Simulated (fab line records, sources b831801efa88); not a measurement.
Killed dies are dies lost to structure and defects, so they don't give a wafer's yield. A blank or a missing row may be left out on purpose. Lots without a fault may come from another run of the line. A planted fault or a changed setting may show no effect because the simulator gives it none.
Which tool did it? | flow sky130 | 6 lots, 17 wafers sampled, at 4 steps of a route of 708

WHAT THE GAUGES READ, wafer by wafer
SKY_POLY_GATE_CD_MEAS_13: target cd 150 nm.
lot  | measured     | on        | cd_nm (nm)
L152 | day 17 10:47 | cd_sem-01 | 150.9 152.4 151.2
L154 | day 18 12:06 | cd_sem-01 | 151.1 151.2 149.7
L156 | day 18 21:59 | cd_sem-02 | 148.7 149.3 149.4
L158 | day 19 18:40 | cd_sem-02 | 150.4 150.5 151.6
L165 | day 22 10:04 | cd_sem-01 | 116.7 149.4
L170 | day 24 02:14 | cd_sem-02 | 149.1 148.4 149.8

WHICH TOOL RAN EACH LOT (tool, then ch and the chambers of the sampled wafers, then the start)
lot  | SKY_FIELD_ISO_STRIP_16              | SKY_VT_ADJUST_HVTP_STRIP_10          | SKY_POLY_GATE_EXPOSE_10
L152 | plasma_asher-02 ch 0,1, day 2 23:05 | plasma_asher-01 ch 0, day 7 00:49    | krf_scanner-01 ch 0, day 16 20:54
L154 | plasma_asher-01 ch 0,1, day 3 06:26 | plasma_asher-02 ch 0,1, day 7 17:48  | krf_scanner-01 ch 0, day 17 21:21
L156 | plasma_asher-03 ch 0,1, day 3 17:54 | plasma_asher-03 ch 0,1, day 7 22:59  | krf_scanner-02 ch 0, day 18 07:07
L158 | plasma_asher-02 ch 0,1, day 4 03:00 | plasma_asher-03 ch 0,1, day 8 12:18  | krf_scanner-01 ch 0, day 19 03:05
L165 | plasma_asher-02 ch 1, day 5 17:38   | plasma_asher-03 ch 0, day 10 08:11   | krf_scanner-01 ch 0, day 21 19:02
L170 | plasma_asher-02 ch 0,1, day 6 19:32 | plasma_asher-01 ch 0,1, day 11 18:20 | krf_scanner-02 ch 0, day 23 12:00
- SKY_FIELD_ISO_STRIP_16: strips in O2/N2.
- SKY_VT_ADJUST_HVTP_STRIP_10: strips in O2/N2.
- SKY_POLY_GATE_EXPOSE_10: exposes mask P1M, target cd 150 nm.

THE ANSWER, worked out from the rows above alone
Rule: what is usual is taken from the lots themselves. Put in order of their means at a reading, lots are off if they are a third of the lots or fewer, leave a main group of 4 or more, and stand apart from it by a gap of 3 or more times the standard deviation of the main group's means; of several such gaps the widest counts. A main group whose means are all the same, to the digits that the tables above print for the reading, isn't used. A lot without any number at a reading at which 4 lots or more have one is off too. The other lots that the step has rows for count as sound.
Off: L165, at SKY_POLY_GATE_CD_MEAS_13 (cd_nm). The main group: mean 150.2 nm, standard deviation 0.96.
A tool fits if, at a process step before that reading, it ran every lot that is off, and no sound lot after the first of them. The gauges at SKY_POLY_GATE_CD_MEAS_13 are tried like those tools. Can't be told from this: 3 tools fit, plasma_asher-03 at SKY_VT_ADJUST_HVTP_STRIP_10, krf_scanner-01 at SKY_POLY_GATE_EXPOSE_10, cd_sem-01 at SKY_POLY_GATE_CD_MEAS_13.

WHAT THE SIMULATOR HAD PUT IN
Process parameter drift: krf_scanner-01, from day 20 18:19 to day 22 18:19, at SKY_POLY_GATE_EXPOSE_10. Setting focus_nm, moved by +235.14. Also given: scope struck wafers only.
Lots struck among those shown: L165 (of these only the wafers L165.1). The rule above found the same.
